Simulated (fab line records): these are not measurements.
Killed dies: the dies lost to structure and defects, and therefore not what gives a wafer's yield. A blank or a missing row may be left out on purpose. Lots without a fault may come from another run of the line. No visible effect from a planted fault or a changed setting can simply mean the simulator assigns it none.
Code-filled problem report in 8D (eight disciplines) form	flow sfq-line	the parts of the form that need people (team, actions taken, sign-off) are left out

## 1. WHAT WENT WRONG
Mean of rf-fwd-power-W at SFQ_TRILAYER_M2_BARC_OPEN_METAL_ETCH_077: 495 W across 4 wafers in 2 lots; on wafers with no fault it is 593 W (standard deviation 3). Measured from the usual mean, that is -33 standard deviations.
The step: etches BARC in O2, target depth 125 nm, time 41.7 s.
The first sign was on wafer L630.1 at day 36 17:26, on rie-metal-03. Wafers with a number at this step in the record: 42, from 14 lots. Rule for "out" (also "out of limits"): further than 4 standard deviations from the usual mean. Any other wafer with a number is counted as sound.

## 2. WHAT IT IS; WHAT IT IS NOT
question	is	is not
which readings at this step	rf-fwd-power-W	bias-w, drypump-motor-current-A, oes-product-au
which lots	L630, L631	L614, L615, L616, L617, L618, L619, L620, L621, L625, L632, L633, L637
which wafers of those lots	L630.1, L630.4, L631.1, L631.4	L630.3, L631.3
read on which tools	rie-metal-03	rie-metal-01, rie-metal-02
when	from day 36 17:26	up to then (28 sound wafers); but 10 sound wafers of L631, L632, L633, L637 came after

## 3. WHAT RULES OUT EACH SUSPECT
Counting: if a tool at a process step up to the reading ran every lot that is out, it stays a suspect. Sound lots after the first of them don't rule it out here, since some wafers of a struck lot are sound.
- rie-metal-03 at SFQ_TRILAYER_M2_BARC_OPEN_METAL_ETCH_077 (etches BARC in O2, target depth 125 nm, time 41.7 s): kept. Ran every lot that is out, first one L630 (day 36 17:26); last sound lot up to then L621 (day 34 00:49). Its own readings are out on those wafers: rf-fwd-power-W.
- The sound lot-mates ran in chamber 0 of rie-metal-03 at SFQ_TRILAYER_M2_BARC_OPEN_METAL_ETCH_077, but the wafers that are out ran in chamber 1.
Left after counting: rie-metal-03 at SFQ_TRILAYER_M2_BARC_OPEN_METAL_ETCH_077.

## 4. THE CAUSE (what the simulator had put in)
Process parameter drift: rie-metal-03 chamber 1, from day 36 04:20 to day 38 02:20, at SFQ_TRILAYER_M2_BARC_OPEN_METAL_ETCH_077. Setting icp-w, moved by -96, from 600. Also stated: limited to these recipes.
Only this tool survived the counting.

## 5. SEQUENCE OF EFFECTS, ordered by route
One row per reading whose mean, taken over the struck wafers that have a number, lies over 3 standard deviations from the usual. Only readings whose record carries a usual standard deviation are examined. hours: median over the lots of the time between each lot's start at the first step of this table that gives one and its start at this step. sigmas: the change, counted in usual standard deviations.
hours	step	reading	usual	on struck wafers	change	sigmas
0	SFQ_TRILAYER_M2_BARC_OPEN_METAL_ETCH_077	rf-fwd-power-W	593 W	495	-98	-33
Its process steps:
- SFQ_TRILAYER_M2_BARC_OPEN_METAL_ETCH_077: etches BARC in O2, target depth 125 nm, time 41.7 s.

## 6. HOW IT WOULD HAVE BEEN CAUGHT EARLIER
The fault began at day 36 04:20; the first out-of-limits reading in this record came at day 36 17:26, 13 hours later.
